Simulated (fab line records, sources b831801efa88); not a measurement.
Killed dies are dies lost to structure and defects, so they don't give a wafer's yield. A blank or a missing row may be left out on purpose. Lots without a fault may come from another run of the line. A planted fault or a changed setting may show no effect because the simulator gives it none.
A struck lot beside a sound one | flow sky130 | 34 steps out of a route of 708
Sound: wafers L970.2, L970.5, L970.6. Struck: wafer L972.6. (L972.4, L972.5 of the same lot were not struck and are left out.) The cause comes at the end.
At each step with rows: each side's tool, then ch and its chambers, then its first start. Under that, the readings that differ: sound wafers | struck wafers | difference of the means | sigmas: that difference in standard deviations of wafers without a fault.
alike: readings whose means differ by less than 2 such deviations, and words and numbers that are the same on both sides. not compared: withheld readings, readings that some wafer has no value for, bounds like >300 that may hide the same value, and numbers for which the record gives no deviation and whose values overlap.
The two part at a step that has a row with sigmas, a row that says differs or no value, or rows on one side only. Numbers that don't overlap but have no deviation are shown without sigmas and don't part them. A reading that every wafer of one side lacks parts them only if that side has two wafers or more.

first, 5 steps without rows for these wafers: SKY_METAL5_SOFTBAKE_10 (time 60 s); SKY_METAL5_EXPOSE_11 (exposes mask MM5, target cd 1600 nm); SKY_METAL5_PEB_12; SKY_METAL5_DEVELOP_13 (develop time 60 s); SKY_METAL5_DESCUM_14 (chemistry O2, time 11 s).
SKY_METAL5_METAL_ETCH_15: etches the open film in Cl2/BCl3, stops on SiO2, target depth 1260 nm, time 252 s.
  sound on rie_metal-02 ch 0,1, day 45 08:54; struck on rie_metal-02 ch 1, day 45 18:42
  alike: drypump_motor_current_A, oes_product_au, throttle_valve_pct
  not compared: rf_hours_counter_h
SKY_METAL5_STRIP_16: strips in O2/N2.
  sound on plasma_asher-02 ch 0,1, day 45 09:08; struck on plasma_asher-02 ch 1, day 45 18:53
  reading               | sound             | struck | difference | sigmas
  oes_product_au (a.u.) | 0.713 0.709 0.717 | 0.702  | -0.011     | -3
  alike: drypump_motor_current_A, strip_time_to_endpoint_s
  not compared: rf_hours_counter_h
then, 3 steps without rows for these wafers: SKY_METAL5_STRIP_17 (strips in post etch residue remover, time 1200 s); SKY_METAL5_CLEAN_18 (cleans in IPA, time 180 s); SKY_METAL5_CLEAN_19 (cleans in O3/DIW).
SKY_PASSIVATION_CVD_00: deposits SiO2, target thk 90 nm.
  sound on pecvd-02 ch 0,1, day 45 09:43; struck on pecvd-02 ch 0, day 45 19:32
  alike: heater_power_w, rf_fwd_power_W
SKY_PASSIVATION_THK_MEAS_01:
  sound on film_metro-01, day 45 09:46; struck on film_metro-02, day 45 19:35
  alike: PASSIVATION_CVD_00_THK
SKY_PASSIVATION_CVD_02: deposits Si3N4, target thk 540 nm.
  sound on pecvd-03 ch 1,2, day 45 09:49; struck on pecvd-03 ch 2, day 45 19:43
  reading                                       | sound             | struck | difference | sigmas
  rf_fwd_power_W (W)                            | 449.7 448.8 449.9 | 267.4  | -182.1     | -99 or more
  model.Si3N4_of_PASSIVATION_CVD_02.thk_nm (nm) | 539.4 552.4 549.2 | 466    | -81        |
  alike: heater_power_w
SKY_PASSIVATION_THK_MEAS_03:
  sound on film_metro-04, day 45 10:03; struck on film_metro-01, day 45 20:05
  reading                     | sound       | struck | difference | sigmas
  PASSIVATION_CVD_02_THK (nm) | 539 552 549 | 466    | -81        | -12
  not compared: hold
then, 6 steps without rows for these wafers: SKY_PASSIVATION_HMDS_05 (prime time 60 s); SKY_PASSIVATION_COAT_06 (resist thk 3000 nm); SKY_PASSIVATION_SOFTBAKE_07; SKY_PASSIVATION_EXPOSE_08 (exposes mask NSM, target cd 3000 nm); SKY_PASSIVATION_PEB_09; SKY_PASSIVATION_DEVELOP_10 (develop time 60 s).
SKY_PASSIVATION_ETCH_11: etches the open film in CF4/O2, stops on AlCu, target depth 725 nm, time 161.1 s.
  sound on rie_diel-04 ch 1,2, day 46 06:49; struck on rie_diel-03 ch 3, day 46 16:02
  reading                                 | sound             | struck | difference | sigmas
  oes_product_au (a.u.)                   | 0.972 0.979 0.992 | 0.923  | -0.058     | -8
  model.PASSIVATION.feature_depth_nm (nm) | 702.7 713 714.2   | 632.3  | -77.7      |
  model.etch.depth_nm (nm)                | 702.7 713 714.2   | 632.3  | -77.7      |
  alike: drypump_motor_current_A, throttle_valve_pct
  not compared: rf_hours_counter_h
SKY_PASSIVATION_STRIP_12: strips in O2/N2.
  sound on plasma_asher-03 ch 0,1, day 46 06:55; struck on plasma_asher-03 ch 1, day 46 16:10
  alike: drypump_motor_current_A, oes_product_au, strip_time_to_endpoint_s
  not compared: rf_hours_counter_h
then, 7 steps without rows for these wafers: SKY_PAD_OPEN_DEHYDRATE_00 (time 60 s); SKY_PAD_OPEN_HMDS_01 (prime time 60 s); SKY_PAD_OPEN_COAT_02 (resist thk 3000 nm); SKY_PAD_OPEN_SOFTBAKE_03; SKY_PAD_OPEN_EXPOSE_04 (exposes mask PDM, target cd 60000 nm); SKY_PAD_OPEN_PEB_05; SKY_PAD_OPEN_DEVELOP_06 (develop time 60 s).
SKY_PAD_OPEN_ETCH_07: etches the open film in CF4/O2, stops on AlCu, target depth 725 nm, time 161.1 s.
  sound on rie_diel-01 ch 0,1,3, day 47 02:32; struck on rie_diel-03 ch 1, day 47 11:08
  reading                              | sound             | struck | difference | sigmas
  oes_product_au (a.u.)                | 0.982 0.984 0.983 | 0.916  | -0.067     | -9
  throttle_valve_pct (%)               | 5.979 5.974 5.980 | 5.948  | -0.030     | -3
  model.PAD_OPEN.feature_depth_nm (nm) | 702.7 718.1 714.6 | 632.3  | -79.5      |
  model.etch.depth_nm (nm)             | 702.7 718.1 714.6 | 632.3  | -79.5      |
  alike: drypump_motor_current_A
  not compared: rf_hours_counter_h
SKY_PAD_OPEN_STRIP_08: strips in O2/N2.
  sound on plasma_asher-02 ch 0,1, day 47 02:39; struck on plasma_asher-02 ch 1, day 47 11:17
  alike: drypump_motor_current_A, oes_product_au, strip_time_to_endpoint_s
  not compared: rf_hours_counter_h
SKY_PAD_OPEN_STRIP_09: strips in post etch residue remover, time 1200 s.
  sound on wet_bench-03 ch 1, day 47 02:45; struck on wet_bench-03 ch 3, day 47 11:21
  reading                                       | sound           | struck | difference | sigmas
  model.Si3N4_of_PASSIVATION_CVD_02.thk_nm (nm) | 539 552.1 548.9 | 465.7  | -81.0      |
then, 1 step without rows for these wafers: SKY_PAD_OPEN_CLEAN_10 (cleans in IPA, time 180 s).
SKY_PAD_OPEN_PROBE_99:
  the record has rows for the struck wafers here (prober-02, day 47 13:43) and none for the sound ones

WHERE THEY PART
First at SKY_METAL5_STRIP_16; last, within this record, at SKY_PAD_OPEN_PROBE_99.

WHY: what the simulator had put in
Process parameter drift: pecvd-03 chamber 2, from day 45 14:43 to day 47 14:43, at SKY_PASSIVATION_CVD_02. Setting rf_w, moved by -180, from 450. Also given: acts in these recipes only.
